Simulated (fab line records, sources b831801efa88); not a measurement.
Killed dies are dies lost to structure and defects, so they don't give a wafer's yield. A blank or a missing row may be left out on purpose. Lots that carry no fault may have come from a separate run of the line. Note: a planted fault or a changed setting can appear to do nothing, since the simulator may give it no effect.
Matching of chambers ; flow gf180mcu ; 4 sister chambers for GF_STI_ETCH_14 on rie-si-02
The step etches Si in HBr/Cl2/O2, target depth 360 nm, time 102.9 s. 8 wafers are shown with their chamber, then 7 later ones without.

== WAFERS WITH THEIR CHAMBER ==
wafer;chamber;drypump-motor-current-A (A);oes-product-au (a.u.)
L325.5;0;5.5;1.012
L326.3;1;5.8;0.992
L326.5;0;5.4;1.006
L331.1;1;5.8;0.991
L331.4;2;6.7;1.003
L331.5;3;6.0;0.998
L338.2;2;6.7;1.000
L338.4;3;6.0;0.997

== WAFERS WITH NO CHAMBER GIVEN ==
wafer;drypump-motor-current-A (A);oes-product-au (a.u.)
L338.5;6.7;0.994
L345.2;6.0;1.003
L345.4;5.8;1.005
L345.5;6.0;0.996
L346.3;6.0;0.990
L346.4;6.8;1.007
L346.5;6.0;1.000

== CHAMBER TAKEN BY EACH ==
wafer;from the rows above;in truth
L338.5;2;2
L345.2;3;3
L345.4;can't be placed: 1 or 3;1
L345.5;3;3
L346.3;3;3
L346.4;2;2
L346.5;3;3
Placed correctly: 6 of 7. From these rows, 1 cannot be placed; in 1 the true chamber is one of the candidates. Placed wrongly: 0.
How it was worked out, from the rows above alone: a wafer's distance from a chamber is the root of the sum, over the readings, of the square of ((its reading less the chamber's mean) divided by the reading's scatter). If the next closest chamber is less than 2 further off than the closest, the wafer can't be placed; otherwise it belongs to the closest. For every chamber, the mean is computed from those of its wafers that are shown. The scatter is the square root of a quotient: the sum, over the shown wafers, of each reading's squared deviation from its chamber's mean, divided by wafers minus chambers.
